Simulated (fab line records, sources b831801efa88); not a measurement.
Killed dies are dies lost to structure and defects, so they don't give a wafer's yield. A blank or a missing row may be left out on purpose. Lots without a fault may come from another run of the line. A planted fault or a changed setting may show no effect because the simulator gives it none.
A struck lot beside a sound one | flow sky130 | 15 steps out of a route of 708
Sound: wafers L416.2, L416.4, L416.6. Struck: wafers L429.1, L429.5, L429.6. The cause comes at the end.
At each step with rows: each side's tool, then ch and its chambers, then its first start. Under that, the readings that differ: sound wafers | struck wafers | difference of the means | sigmas: that difference in standard deviations of wafers without a fault.
alike: readings whose means differ by less than 2 such deviations, and words and numbers that are the same on both sides. not compared: withheld readings, readings that some wafer has no value for, bounds like >300 that may hide the same value, and numbers for which the record gives no deviation and whose values overlap.
The two part at a step that has a row with sigmas, a row that says differs or no value, or rows on one side only. Numbers that don't overlap but have no deviation are shown without sigmas and don't part them. A reading that every wafer of one side lacks parts them only if that side has two wafers or more.

first, 1 step without rows for these wafers: SKY_LDD_N_IMPLANT_15.
SKY_LDD_N_STRIP_16: strips in O2/N2.
  sound on plasma_asher-01 ch 0,1, day 20 09:45; struck on plasma_asher-03 ch 0,1, day 24 08:29
  alike: drypump_motor_current_A, oes_product_au, strip_time_to_endpoint_s
  not compared: rf_hours_counter_h
SKY_LDD_N_TW_MEAS_17:
  sound on film_metro-04, day 20 09:52; struck on film_metro-03, day 24 08:35
  alike: LDD_N_TW
then, 7 steps without rows for these wafers: SKY_LDD_P_DEHYDRATE_00 (time 60 s); SKY_LDD_P_HMDS_01 (prime time 60 s); SKY_LDD_P_COAT_02 (resist thk 1140 nm); SKY_LDD_P_SOFTBAKE_03 (time 60 s); SKY_LDD_P_EXPOSE_04 (exposes mask PSDM, target cd 380 nm); SKY_LDD_P_PEB_05; SKY_LDD_P_DEVELOP_06 (develop time 60 s).
SKY_LDD_P_CD_MEAS_07: target cd 380 nm.
  sound on cd_sem-01, day 21 16:08; struck on cd_sem-02, day 25 14:47
  alike: cd_nm
SKY_LDD_P_OVL_MEAS_08:
  sound on overlay-02, day 21 16:14; struck on overlay-02, day 25 14:54
  reading        | sound          | struck        | difference | sigmas
  LDD_P_OVL (nm) | -3.0 -3.5 -5.9 | -0.3 0.4 -0.9 | +3.9       | +3
SKY_LDD_P_IMPLANT_09:
  sound on implanter-01 ch 0, day 21 16:17; struck on implanter-01 ch 0, day 25 14:56
  reading       | sound                          | struck                        | difference | sigmas
  dose_ions_cm2 | 9.992e+12 1.0004e+13 9.999e+12 | 9.676e+12 9.666e+12 9.677e+12 | -3.253e+11 | -27
SKY_LDD_P_STRIP_10: strips in O2/N2.
  sound on plasma_asher-04 ch 1, day 21 16:25; struck on plasma_asher-02 ch 0,1, day 25 15:05
  reading                      | sound             | struck            | difference | sigmas
  strip_time_to_endpoint_s (s) | 14.14 14.14 14.11 | 14.23 14.23 14.23 | +0.10      | +2
  alike: drypump_motor_current_A, oes_product_au
  not compared: rf_hours_counter_h
-- the record jumps here: 24 days lie between the struck wafers' starts before and after (it left off in module LDD_P and takes up again in module PAD_OPEN, whose first step shown is number 708 of the route) --
SKY_PAD_OPEN_PROBE_99:
  sound on prober-02, day 47 14:50; struck on prober-01, day 50 02:26
  reading                     | sound          | struck         | difference | sigmas
  model.etest.tip_p.rs_ohm_sq | 6833 6825 6832 | 7219 7122 7218 | +356       |
  alike: killed_at_M0_to_M3, killed_at_M4_up, killed_at_contacts, killed_at_front_end, killed_at_other, killed_dies, killed_open, killed_short

WHERE THEY PART
First at SKY_LDD_P_OVL_MEAS_08; last, within this record, at SKY_LDD_P_STRIP_10. Later steps at which nothing parts them and some readings are alike: SKY_PAD_OPEN_PROBE_99.

WHY: what the simulator had put in
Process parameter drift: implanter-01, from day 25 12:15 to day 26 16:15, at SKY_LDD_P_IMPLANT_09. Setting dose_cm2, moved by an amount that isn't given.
